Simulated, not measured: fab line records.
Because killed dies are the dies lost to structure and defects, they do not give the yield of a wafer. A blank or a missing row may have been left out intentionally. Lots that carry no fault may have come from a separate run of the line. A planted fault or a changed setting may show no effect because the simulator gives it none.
Which tool is to blame? | flow gf180mcu | 12 lots, 36 wafers sampled, at 6 steps of a route of 602

WHAT THE GAUGES SHOWED, per wafer
GF_VT_IMPLANT_OVL_MEAS_29.
lot  | measured     | on         | VT_IMPLANT_02_OVL (nm)
L657 | day 7 00:28  | overlay-02 | -0.9 -1.8 -1.5
L658 | day 7 08:01  | overlay-02 | -1.6 -1.7 -0.9
L661 | day 8 01:07  | overlay-01 | 1.5 -1.2 -0.7
L664 | day 8 19:49  | overlay-02 | 1.4 0.3 0.5
L665 | day 9 01:25  | overlay-02 | - - -
L669 | day 10 02:43 | overlay-01 | -1.0 0.6 -0.4
L671 | day 10 16:52 | overlay-01 | 0.1 -0.3 -0.7
L674 | day 11 15:07 | overlay-01 | -1.0 -1.7 0.2
L675 | day 11 20:24 | overlay-02 | -3.1 -2.8 -2.0
L676 | day 12 02:32 | overlay-02 | -0.8 -0.3 0.1
L677 | day 12 07:12 | overlay-02 | -1.2 -1.1 -2.1
L678 | day 12 14:52 | overlay-02 | -0.9 0.4 2.3

GF_VT_IMPLANT_TW_MEAS_32.
lot  | measured     | on            | VT_IMPLANT_3_TW
L657 | day 7 00:44  | film-metro-04 | 266 266 266
L658 | day 7 08:18  | film-metro-02 | 275 275 273
L661 | day 8 01:25  | film-metro-02 | 272 272 272
L664 | day 8 20:06  | film-metro-02 | 271 272 272
L665 | day 9 01:41  | film-metro-01 | 30 30 30
L669 | day 10 02:59 | film-metro-04 | 265 266 265
L671 | day 10 17:08 | film-metro-04 | 265 264 267
L674 | day 11 15:25 | film-metro-01 | 269 267 269
L675 | day 11 20:41 | film-metro-01 | 268 269 268
L676 | day 12 02:50 | film-metro-01 | 268 268 268
L677 | day 12 07:29 | film-metro-01 | 269 269 269
L678 | day 12 15:09 | film-metro-01 | 269 269 268

GF_M3_THK_MEAS_06: measures by xrf.
lot  | measured     | on            | M3_ALCU_THK (nm)
L657 | day 20 17:00 | film-metro-04 | 454 451 451
L658 | day 21 01:51 | film-metro-01 | 452 446 448
L661 | day 22 05:50 | film-metro-02 | 448 450 449
L664 | day 23 05:35 | film-metro-04 | 451 444 447
L669 | day 24 18:02 | film-metro-01 | 446 449 445
L671 | day 25 11:20 | film-metro-02 | 454 456 461
L674 | day 26 10:26 | film-metro-01 | 447 452 444
L675 | day 26 16:18 | film-metro-01 | 442 448 449
L676 | day 27 02:52 | film-metro-01 | 448 459 448
L677 | day 27 04:48 | film-metro-02 | 451 450 458
L678 | day 27 10:38 | film-metro-01 | 447 448 450

WHICH TOOL RAN EACH LOT (tool, then ch and the chambers of the sampled wafers, then the start)
lot  | GF_VT_IMPLANT_EXPOSE_26             | GF_V2_SPUTTER_21             | GF_V2_CMP_26
L657 | iline-stepper-01 ch 0, day 6 17:14  | pvd-sputter-04, day 20 15:58 | cmp-02 ch 1,2, day 20 16:25
L658 | iline-stepper-02 ch 0, day 7 00:39  | pvd-sputter-04, day 21 00:48 | cmp-01 ch 1,2,3, day 21 01:11
L661 | iline-stepper-01 ch 0, day 7 17:25  | pvd-sputter-01, day 22 04:46 | cmp-02 ch 0,3, day 22 05:10
L664 | iline-stepper-02 ch 0, day 8 11:36  | pvd-sputter-01, day 23 04:22 | cmp-01 ch 0,1, day 23 04:59
L665 | iline-stepper-01 ch 0, day 8 17:02  | -                            | -
L669 | iline-stepper-01 ch 0, day 9 17:32  | pvd-sputter-01, day 24 17:01 | cmp-01 ch 0,1,3, day 24 17:24
L671 | iline-stepper-02 ch 0, day 10 08:07 | pvd-sputter-03, day 25 10:18 | cmp-01 ch 0,1,2, day 25 10:41
L674 | iline-stepper-01 ch 0, day 11 05:55 | pvd-sputter-03, day 26 09:23 | cmp-02 ch 1,2,3, day 26 09:53
L675 | iline-stepper-01 ch 0, day 11 11:10 | pvd-sputter-01, day 26 15:16 | cmp-02 ch 0,2,3, day 26 15:40
L676 | iline-stepper-02 ch 0, day 11 17:04 | pvd-sputter-01, day 27 01:42 | cmp-01 ch 0,2,3, day 27 02:13
L677 | iline-stepper-02 ch 0, day 11 21:53 | pvd-sputter-04, day 27 03:46 | cmp-02 ch 2,3, day 27 04:09
L678 | iline-stepper-02 ch 0, day 12 04:58 | pvd-sputter-01, day 27 09:25 | cmp-02 ch 0,1, day 27 10:02
- GF_VT_IMPLANT_EXPOSE_26: exposes mask LVPWELL HV AREA, target cd 860 nm.
- GF_V2_SPUTTER_21: material Ti, target thk 15 nm, time 80.02 s.
- GF_V2_CMP_26: polishes, stops on SiO2, t overpolish 15 s, target thk 0 nm.

WHAT THE TOOLS THEMSELVES READ (means of the sampled wafers that have a number; where no wafer has one, the mark that the record gives instead)
GF_VT_IMPLANT_EXPOSE_26.
lot  | tool             | reticle-temp-C (C)
L657 | iline-stepper-01 | 22.99
L658 | iline-stepper-02 | 22.88
L661 | iline-stepper-01 | 23.12
L664 | iline-stepper-02 | 23.01
L665 | iline-stepper-01 | 23.06
L669 | iline-stepper-01 | 22.94
L671 | iline-stepper-02 | 23.01
L674 | iline-stepper-01 | 22.96
L675 | iline-stepper-01 | 23.10
L676 | iline-stepper-02 | 22.83
L677 | iline-stepper-02 | 22.91
L678 | iline-stepper-02 | 22.97

GF_V2_SPUTTER_21.
lot  | tool           | throttle-valve-pct (%)
L657 | pvd-sputter-04 | 30.8
L658 | pvd-sputter-04 | 29.9
L661 | pvd-sputter-01 | 30.6
L664 | pvd-sputter-01 | 29.2
L669 | pvd-sputter-01 | 30.8
L671 | pvd-sputter-03 | 30.5
L674 | pvd-sputter-03 | 30.2
L675 | pvd-sputter-01 | 30.4
L676 | pvd-sputter-01 | 30.8
L677 | pvd-sputter-04 | 30.4
L678 | pvd-sputter-01 | 29.3

GF_V2_CMP_26.
lot  | tool   | motor-current-A (A) | overpolish-run-s (s) | time-to-endpoint-s (s)
L657 | cmp-02 | 11.8                | 14.998               | 87
L658 | cmp-01 | 10.0                | 15.003               | 85
L661 | cmp-02 | 10.8                | 15.002               | 83
L664 | cmp-01 | 10.4                | 15.003               | 88
L669 | cmp-01 | 9.7                 | 15.009               | 84
L671 | cmp-01 | 10.2                | 14.990               | 88
L674 | cmp-02 | 11.7                | 15.002               | 84
L675 | cmp-02 | 11.8                | 14.991               | 84
L676 | cmp-01 | 9.9                 | 15.002               | 88
L677 | cmp-02 | 11.7                | 14.994               | 89
L678 | cmp-02 | 10.8                | 14.994               | 81

THE ANSWER, worked out from the rows above alone
Rule: the lots themselves supply what counts as usual. Put in order of their means at a reading, lots are off if they are a third of the lots or fewer, leave a main group of 4 or more, and stand apart from it by a gap of 3 or more times the standard deviation of the main group's means; of several such gaps the widest counts. The tables above print the reading to a certain number of digits; a main group whose means all agree to those digits is not used. A lot without any number at a reading at which 4 lots or more have one is off too. The other lots that the step has rows for count as sound. Order of review: gauges by route order, followed by the tools' own readings, for which a lot's mean as printed above is used. At the first step where some lot is off, the reading lying furthest off is the one used; lots without a number count as furthest.
Off: L665, at GF_VT_IMPLANT_OVL_MEAS_29 (VT_IMPLANT_02_OVL). Without a number there: L665. The main group: mean -0.7 nm, standard deviation 0.95.
If a tool, at a process step before that reading, ran all the lots that are off and no sound lot after the first of them, it fits. Not tried: the gauges at GF_VT_IMPLANT_OVL_MEAS_29; whatever is off there is also off at GF_VT_IMPLANT_TW_MEAS_32, on other tools, and gauge error can't account for it. Of those tried, none fits.

WHAT THE SIMULATOR HAD PUT IN
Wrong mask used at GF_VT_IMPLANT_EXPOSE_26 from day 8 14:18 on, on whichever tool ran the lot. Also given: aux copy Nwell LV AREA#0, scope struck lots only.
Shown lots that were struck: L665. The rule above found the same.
